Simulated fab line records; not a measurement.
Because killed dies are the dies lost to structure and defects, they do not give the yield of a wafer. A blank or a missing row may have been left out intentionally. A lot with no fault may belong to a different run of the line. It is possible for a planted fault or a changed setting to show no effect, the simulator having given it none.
Matching of chambers + flow sfq line + 4 sister chambers for SFQ_TRILAYER_I6_CMP_CMP_166 on cmp-02
The step polishes SiO2. 8 wafers are shown with their chamber, then 9 later ones without.

== EACH WAFER AND ITS CHAMBER ==
| wafer  | chamber | motor current A (A) | time to endpoint s (s) |
|--------|---------|---------------------|------------------------|
| L437.3 | 2       | 9.1                 | 171                    |
| L437.4 | 0       | 10.7                | 194                    |
| L438.4 | 1       | 9.4                 | 209                    |
| L438.5 | 2       | 8.8                 | 168                    |
| L439.1 | 3       | 10.6                | 203                    |
| L439.5 | 0       | 11.1                | 167                    |
| L440.1 | 1       | 9.7                 | 184                    |
| L440.5 | 3       | 10.4                | 198                    |

== WAFERS WHOSE CHAMBER IS MISSING ==
| wafer  | motor current A (A) | time to endpoint s (s) |
|--------|---------------------|------------------------|
| L446.3 | 9.9                 | 188                    |
| L446.2 | 9.4                 | 192                    |
| L446.5 | 10.3                | 201                    |
| L447.2 | 11.2                | 185                    |
| L447.4 | 9.4                 | 210                    |
| L447.6 | 11.1                | 196                    |
| L448.2 | 9.7                 | 200                    |
| L448.3 | 10.9                | 193                    |
| L448.1 | 9.5                 | 205                    |

== CHAMBER TAKEN BY EACH ==
| wafer  | from the rows above     | in truth                   |
|--------|-------------------------|----------------------------|
| L446.3 | can't be placed: 1 or 3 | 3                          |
| L446.2 | can't be placed: 1 or 2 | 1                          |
| L446.5 | 3                       | 3                          |
| L447.2 | 0                       | 0                          |
| L447.4 | 1                       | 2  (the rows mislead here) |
| L447.6 | can't be placed: 0 or 3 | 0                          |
| L448.2 | 1                       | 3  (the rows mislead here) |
| L448.3 | can't be placed: 0 or 3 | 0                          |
| L448.1 | 1                       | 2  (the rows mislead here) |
2 of 9 placed correctly. These rows do not allow placing 4 (true chamber among the candidates in 4). Placed wrongly: 3.
How it was worked out, from the rows above alone: a wafer's distance from a chamber is the root of the sum, over the readings, of the square of ((its reading less the chamber's mean) divided by the reading's scatter). The wafer belongs to the nearest chamber; if the next one is less than 2 further off, it can't be placed. The mean given for a chamber averages the wafers shown for that chamber. The scatter: take each reading less its chamber's mean, square it, sum over the shown wafers, divide by the number of wafers less the number of chambers, and take the root.
